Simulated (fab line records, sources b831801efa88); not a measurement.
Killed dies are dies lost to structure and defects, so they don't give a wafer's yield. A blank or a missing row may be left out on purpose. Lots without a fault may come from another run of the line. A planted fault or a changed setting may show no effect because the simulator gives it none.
Tool commonality check | flow gf180mcu | 12 lots, 36 wafers sampled

WHY IT WAS OPENED
At GF_HV_LDD_TW_MEAS_38 the reading HV_LDD_3_TW is flagged on 2 of 12 lots. Wafers without a fault read 1430, standard deviation 8.
Rule: a lot is flagged when every wafer of it that has a number lies more than 4 standard deviations from that mean, or none has a number. The other lots count as sound.

lot  | measured     | on            | HV_LDD_3_TW, wafer by wafer | flag
L237 | day 11 23:37 | film_metro-03 | 1433 1432 1440              |
L238 | day 12 09:15 | film_metro-01 | 1428 1424 1424              |
L239 | day 12 13:19 | film_metro-04 | 1438 1430 1438              |
L240 | day 13 01:34 | film_metro-04 | 1428 1441 1437              |
L242 | day 13 14:07 | film_metro-03 | 1437 1446 1441              |
L244 | day 14 03:17 | film_metro-01 | 1429 1417 1430              |
L245 | day 14 13:33 | film_metro-04 | 1425 1424 1429              |
L248 | day 15 12:25 | film_metro-04 | 1534 1552 1543              | FLAGGED
L250 | day 16 10:43 | film_metro-01 | 1428 1423 1415              |
L254 | day 17 14:08 | film_metro-03 | 1532 1534 1538              | FLAGGED
L258 | day 18 15:02 | film_metro-01 | 1428 1434 1426              |
L259 | day 19 03:20 | film_metro-04 | 1435 1448 1436              |
The numbers of the flagged lots are 1539 on average: +109 against the usual, or +14 standard deviations.

WHICH TOOL RAN EACH LOT
The record holds 2 process steps before the reading, out of a route of 602 steps. In each cell: the tool, then ch and the chambers that the sampled wafers went through, then the start.
lot  | flag    | GF_POLY_GATE_ETCH_12               | GF_HV_LDD_IMPLANT_34
L237 |         | rie_diel-04 ch 0,1,2, day 9 13:05  | implanter-01 ch 0, day 11 23:05
L238 |         | rie_diel-01 ch 0,2, day 9 21:26    | implanter-04 ch 0, day 12 08:43
L239 |         | rie_diel-04 ch 0,3, day 10 01:59   | implanter-01 ch 0, day 12 12:46
L240 |         | rie_diel-01 ch 0,1,2, day 10 12:42 | implanter-04 ch 0, day 13 01:02
L242 |         | rie_diel-01 ch 0,1,3, day 10 23:11 | implanter-01 ch 0, day 13 13:36
L244 |         | rie_diel-01 ch 0,2,3, day 11 12:41 | implanter-02 ch 0, day 14 02:44
L245 |         | rie_diel-04 ch 0,3, day 11 22:21   | implanter-02 ch 0, day 14 13:01
L248 | FLAGGED | rie_diel-04 ch 2,3, day 12 19:41   | implanter-01 ch 0, day 15 11:33
L250 |         | rie_diel-04 ch 1,2,3, day 13 06:29 | implanter-01 ch 0, day 16 03:00
L254 | FLAGGED | rie_diel-04 ch 0,1,3, day 14 14:27 | implanter-04 ch 0, day 17 13:08
L258 |         | rie_diel-02 ch 0,1,3, day 15 16:45 | implanter-04 ch 0, day 18 14:29
L259 |         | rie_diel-01 ch 0,1,2, day 16 02:24 | implanter-01 ch 0, day 19 02:47
What these steps do:
- GF_POLY_GATE_ETCH_12: etches BARC in N2/H2.
- GF_HV_LDD_IMPLANT_34
- GF_HV_LDD_TW_MEAS_38

FLAGGED OVER TOTAL, TOOL BY TOOL (the gauges that took the reading come last)
step                 | tool          | lots run | flagged | share of the flagged lots | sound lots run after its first flagged lot
GF_POLY_GATE_ETCH_12 | rie_diel-01   | 5        | 0       | none                      | -
GF_POLY_GATE_ETCH_12 | rie_diel-02   | 1        | 0       | none                      | -
GF_POLY_GATE_ETCH_12 | rie_diel-04   | 6        | 2       | all                       | 1 (L250)
GF_HV_LDD_IMPLANT_34 | implanter-01  | 6        | 1       | some                      | 2 (L250,L259)
GF_HV_LDD_IMPLANT_34 | implanter-02  | 2        | 0       | none                      | -
GF_HV_LDD_IMPLANT_34 | implanter-04  | 4        | 1       | some                      | 1 (L258)
GF_HV_LDD_TW_MEAS_38 | film_metro-01 | 4        | 0       | none                      | -
GF_HV_LDD_TW_MEAS_38 | film_metro-03 | 3        | 1       | some                      | 0
GF_HV_LDD_TW_MEAS_38 | film_metro-04 | 5        | 1       | some                      | 1 (L259)

WHAT THE TABLE ALLOWS
1 row of the table ran every flagged lot: rie_diel-04 at GF_POLY_GATE_ETCH_12.
- rie_diel-04 at GF_POLY_GATE_ETCH_12: 2 of its 6 lots flagged. Sound lots ran on it after the first flagged one (L250), which a lasting fault on the whole tool wouldn't allow.
No row of the table ran every flagged lot and no sound lot after the first.

WHAT THE SIMULATOR HAD PUT IN
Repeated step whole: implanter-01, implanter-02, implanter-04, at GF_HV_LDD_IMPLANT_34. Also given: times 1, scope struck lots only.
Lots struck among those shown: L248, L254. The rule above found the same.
